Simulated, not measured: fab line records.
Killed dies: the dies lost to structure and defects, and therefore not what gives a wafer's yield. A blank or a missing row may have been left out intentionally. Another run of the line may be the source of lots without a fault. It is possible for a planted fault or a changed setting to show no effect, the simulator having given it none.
Comparing a struck lot with a sound one / flow sky130 / 15 out of 708 route steps
Sound: the wafers L600.1, L600.3, L600.5. Wafers L604.3, L604.4, L604.5 were the ones struck. At the end, the cause is stated.
Each step with rows lists, per side, the tool, then ch with its chambers, then its first start. Under that, the readings that differ: sound wafers / struck wafers / difference of the means / sigmas: that difference in standard deviations of wafers without a fault.
alike: words and numbers the same on both sides, and readings whose means are apart by under 2 such deviations; not compared: readings that were withheld, readings missing a value for some wafer, numbers with overlapping values and no deviation given by the record, and bounds like >300 which may hide the same value.
Wherever a step has rows on one side only, a row that says differs or no value, or a row with sigmas, the two part there. Numbers that have no deviation but don't overlap get no sigmas and don't part them. Lack of a reading on every wafer of one side parts them only where that side has two or more wafers.

SKY_VIA4_STRIP_13: strips in O2/N2.
  sound on plasma_asher-03 ch 0,1, day 42 03:32; struck on plasma_asher-01 ch 0,1, day 43 18:37
  alike: drypump_motor_current_A, oes_product_au, strip_time_to_endpoint_s
  not compared: rf_hours_counter_h
then, 4 steps without rows for these wafers: SKY_VIA4_STRIP_14 (strips in post etch residue remover, time 1200 s); SKY_VIA4_CLEAN_15 (cleans in IPA, time 180 s); SKY_VIA4_CLEAN_16 (cleans in O3/DIW); SKY_VIA4_SPUTTER_17 (material TiN, target thk 20 nm, time 80 s).
SKY_VIA4_CVD_18: deposits W, target thk 505 nm, time 152.14 s.
  sound on cvd_w-02 ch 0,1, day 42 04:11; struck on cvd_w-01 ch 0,1, day 43 19:17
  alike: heater_power_w
  not compared: since_wet_clean_h
SKY_VIA4_RS_MEAS_19: the measuring method here is four-point-probe.
  sound on film_metro-04 at day 42 04:20; struck on film_metro-02 at day 43 19:26
  alike: VIA4_W_RS
SKY_VIA4_THK_MEAS_20: measures by xrf.
  sound on film_metro-04 at day 42 04:28; struck on film_metro-02 at day 43 19:32
  alike: VIA4_W_THK
SKY_VIA4_CMP_21: polishes, stops on SiO2, t overpolish 25 s, target thk 0 nm.
  sound on cmp-01 ch 0,2, day 42 04:31; struck on cmp-01 ch 0,1,2, day 43 19:34
  alike: motor_current_A, overpolish_run_s, platen_rpm, time_to_endpoint_s
then, 2 steps without rows for these wafers: SKY_METAL5_SPUTTER_00 (material Ti, target thk 15 nm, time 10 s); SKY_METAL5_SPUTTER_01 (material TiN, target thk 20 nm, time 16.7 s).
SKY_METAL5_SPUTTER_02: material AlCu, target thk 1150 nm, time 61.2 s.
  sound on pvd_sputter-04 at day 42 04:52; struck on pvd_sputter-04 at day 43 19:55
  alike: throttle_valve_pct
SKY_METAL5_SPUTTER_03: material Ti, target thk 5 nm, time 3.3 s.
  sound on pvd_sputter-04 at day 42 04:55; struck on pvd_sputter-04 at day 43 19:58
reading=model.Ti_of_METAL5_SPUTTER_03.thk_nm (nm); sound=5.101 5.026 5.096; struck=3.838 3.633 3.755; difference=-1.332; sigmas=
  alike: throttle_valve_pct
SKY_METAL5_SPUTTER_04: material TiN, target thk 70 nm, time 58.3 s.
  sound on pvd_sputter-04 at day 42 04:56; struck on pvd_sputter-04 at day 43 19:59
  alike: throttle_valve_pct
SKY_PAD_OPEN_PROBE_99:
  the record has rows for the sound wafers here (prober-01, day 45 03:45) and none for the struck ones

WHERE THEY PART
Only at SKY_PAD_OPEN_PROBE_99, within this record.

WHY: whatever the simulator had introduced
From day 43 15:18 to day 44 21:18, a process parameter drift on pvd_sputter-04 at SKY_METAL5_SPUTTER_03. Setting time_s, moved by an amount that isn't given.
